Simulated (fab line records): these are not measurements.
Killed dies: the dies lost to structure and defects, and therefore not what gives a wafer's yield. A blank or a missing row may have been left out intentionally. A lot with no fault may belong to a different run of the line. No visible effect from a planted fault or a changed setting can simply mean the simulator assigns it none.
fab line records | flow sky130
record: lots: 6 wafers: 18 last_day: 50
route steps=708 shown LDD_N@238
lots that met no fault: taken from a fault-free run of the same line
start_h: hours from the record's first day to the start of the lot's first wafer shown | wait_h: hours from the lot's prior step to this one | " repeats the value in the row above | L1.1+2: a single row standing in for several wafers | - value missing, or start not given | * or withheld: withheld | < > ~ a bound
route shown NAME@n: a module of which the file shows steps, and the number in the route of the first | usual: average and standard deviation across the fault-free wafers | same: alike in all rows | chamber/n: place in a boat | sites: the reading at each site | _std_site: standard deviation of those values | _edge_site: outer sites' mean less inner sites' | radius_mm: how far each site lies from the wafer's centre | mask NAME#n: copy n | behind: the most recent tool/chamber to have shaped the wafer | hold: cause of the lot's hold/its duration in hours/its outcome | device: names the non-switching transistor (n, p or np) | end of line: the same wafers' tests at the end of the route | for a step that has no rows: nothing shown but its recipe | killed: the dies lost at the first sort to structure and to defects; this is not the yield of the wafer | map: a wafer's dies, marking killed ones x, the rest . and places with no die _
set.NAME: the run value of the setting; set.NAME@STEP: its run value at that earlier step | model.NAME: the simulator's own value behind a step, which no gauge read
certain route steps with their lots: each step a table, each wafer a row
services: the hour from which a tool's chamber was out of use, counted from the record's first day as start_h (under 0 if before that day), plus the number of hours and why
== steps ==
step: SKY_LDD_N_HMDS_01
recipe: prime_time_s: 60 prime_temp_c: 120
step: SKY_LDD_N_COAT_02
recipe: resist: NOVOLAK spin_rpm: 3000 resist_thk_nm: 300
step: SKY_LDD_N_SOFTBAKE_03
recipe: temp_c: 90 time_s: 60 resist: NOVOLAK
step: SKY_LDD_N_EXPOSE_04
recipe: mask_id: NTM target_cd_nm: 840 na: 0.6 source_shape: conventional sigma_outer: 0.6 dose_mj: 110
step: SKY_LDD_N_PEB_05
recipe: temp_c: withheld time_s: * resist: NOVOLAK
step: SKY_LDD_N_DEVELOP_06
recipe: develop_time_s: 60 dev_temp_c: 23
step: SKY_LDD_N_OVL_MEAS_07
usual: LDD_N_OVL: -0.6/1.2
columns lot.wafer tool chamber start_h wait_h LDD_N_OVL[nm]
L616.3 overlay-02 - 422.42 0.1 -4.5
L616.5 " - " " -2.1
L616.6 " - " " -2.9
L622.1 overlay-02 - 467.16 0.1 -0.2
L622.2 " - " " 0.0
L622.6 " - " " -0.1
L623.1 overlay-02 - 484.91 0.1 -1.1
L623.2 " - " " -0.4
L623.3 " - " " 0.1
L628.3 overlay-01 - 527.38 0.1 0.6
L628.4 " - " " -0.8
L628.6 " - " " 1.1
L632.1 overlay-02 - 580.86 0.1 -1.1
L632.4 " - " " 2.1
L632.5 " - " " -0.6
L637.1 overlay-01 - 605.71 0.1 0.0
L637.3 " - " " 0.8
L637.4 " - " " 0.4
step: SKY_LDD_N_IMPLANT_08
recipe: species: As energy_kev: 20 dose_cm2: 7.5e+13 tilt_deg: withheld rotation_deg: 23
step: SKY_LDD_N_IMPLANT_09
recipe: species: As energy_kev: 20 dose_cm2: 7.5e+13 tilt_deg: withheld rotation_deg: 113
step: SKY_LDD_N_IMPLANT_10
recipe: species: As energy_kev: 20 dose_cm2: 7.5e+13 tilt_deg: withheld rotation_deg: 203
step: SKY_LDD_N_IMPLANT_11
recipe: species: As energy_kev: 20 dose_cm2: 7.5e+13 tilt_deg: withheld rotation_deg: 293
step: SKY_LDD_N_IMPLANT_12
recipe: species: BF2 energy_kev: 50 dose_cm2: 5e+12 tilt_deg: 30 rotation_deg: 0
step: SKY_LDD_N_IMPLANT_13
recipe: species: BF2 energy_kev: 50 dose_cm2: 5e+12 tilt_deg: 30 rotation_deg: 90
usual: beam_energy_keV: 49.997/0.017 beam_on_s: 9.99/0.2
columns lot.wafer tool chamber start_h wait_h beam_energy_keV beam_on_s
L616.3 implanter-02 0 423.25 0.1 49.990 10.19
L616.5 " 0 " " 49.994 9.81
L616.6 " 0 " " 50.003 9.98
L622.1 implanter-02 - 467.95 0.1 - -
L622.2 " - " " - -
L622.6 " - " " - -
L623.1 implanter-04 - 485.70 0.1 - -
L623.2 " - " " - -
L623.3 " - " " - -
L628.3 implanter-04 0 528.20 0.1 49.986 9.81
L628.4 " 0 " " 49.992 10.03
L628.6 " 0 " " 49.973 10.08
L632.1 implanter-01 0 581.65 0.1 50.014 9.78
L632.4 " 0 " " 50.017 9.86
L632.5 " 0 " " 50.008 10.19
L637.1 implanter-04 0 606.49 0.1 49.982 10.16
L637.3 " 0 " " 49.987 9.57
L637.4 " 0 " " 49.992 9.82
step: SKY_LDD_N_IMPLANT_14
recipe: species: BF2 energy_kev: 50 dose_cm2: 5e+12 tilt_deg: 30 rotation_deg: 180
== services ==
columns tool chamber start_h hours kind
implanter-04 - 436.30 6.6 repair
implanter-02 - 447.40 4.3 pm
implanter-04 - 572.73 1.3 repair
implanter-04 - 584.14 1.6 repair
== key ==
first_sign: step: SKY_LDD_N_IMPLANT_13 reading: tool_record direction: missing
effect none on later readings
met_at SKY_LDD_N_IMPLANT_13
struck_wafers L622.1,L622.2,L622.6,L623.1,L623.2,L623.3
later_rows_left_out L622.1,L622.2,L622.6,L623.1,L623.2,L623.3
sort_left_out L622.1,L622.2,L622.6,L623.1,L623.2,L623.3
tester_left_out L622,L623
onset_between 423.25 467.95
fault: kind: skipped_step_whole tool: implanter-02,implanter-04 chamber: - onset_h: 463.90 steps: SKY_LDD_N_IMPLANT_13 scope: struck_lots_only
tester_left_out: of these lots the tester's yield and bins aren't shown, on N5 and GAA mostly nor the transistor test; their killed dies are dies lost to structure and defects alone, not to doping, threshold or leakage, so they don't give the yield
sort_left_out: the simulated sort isn't trusted on such a fault, so these wafers' sort isn't shown, and their yield isn't known
later_rows_left_out: the simulator's readings of these wafers behind a module that went badly wrong aren't trusted and aren't shown, but for the sort
